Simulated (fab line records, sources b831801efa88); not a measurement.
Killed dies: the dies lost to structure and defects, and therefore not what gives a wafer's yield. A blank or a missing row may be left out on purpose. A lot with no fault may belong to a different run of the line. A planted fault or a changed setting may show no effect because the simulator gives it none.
Matching of chambers ; flow gf180mcu ; GF_SAB_ETCH_11 on rieDiel-01 has 4 sister chambers
The step etches SiO2 in C4F8/O2/Ar, target depth 55 nm, time 8.5 s. 4 wafers are shown with their chamber, then 7 later ones without.

== WAFERS PAIRED WITH THEIR CHAMBERS ==
wafer;chamber;oesProductAu (a.u.)
L081.2;2;1.007
L085.3;0;1.019
L088.1;3;1.001
L088.2;1;0.994

== WAFERS MISSING THEIR CHAMBER ==
wafer;oesProductAu (a.u.)
L088.3;1.003
L088.4;0.995
L088.5;1.001
L088.6;0.994
L097.1;0.996
L097.2;0.994
L097.4;1.005

== WHICH CHAMBER EACH WENT THROUGH ==
wafer;from the rows above;in truth
L088.3;can't be placed: 3 or 2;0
L088.4;1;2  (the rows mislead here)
L088.5;3;3
L088.6;1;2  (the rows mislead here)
L097.1;1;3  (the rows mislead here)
L097.2;1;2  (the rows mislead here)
L097.4;can't be placed: 2 or 3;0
1 of 7 placed correctly. From these rows, 2 cannot be placed; in 0 the true chamber is one of the candidates. Number placed wrongly: 4.
How it was worked out, from the rows above alone: a wafer's distance from a chamber is the root of the sum, over the readings, of the square of ((its reading less the chamber's mean) divided by the reading's scatter). If the next closest chamber is less than 2 further off than the closest, the wafer can't be placed; otherwise it belongs to the closest. The mean given for a chamber averages the wafers shown for that chamber. The scatter: with one shown wafer a chamber, the root of the mean of the squares of how far each hidden wafer lies from its nearest shown one.
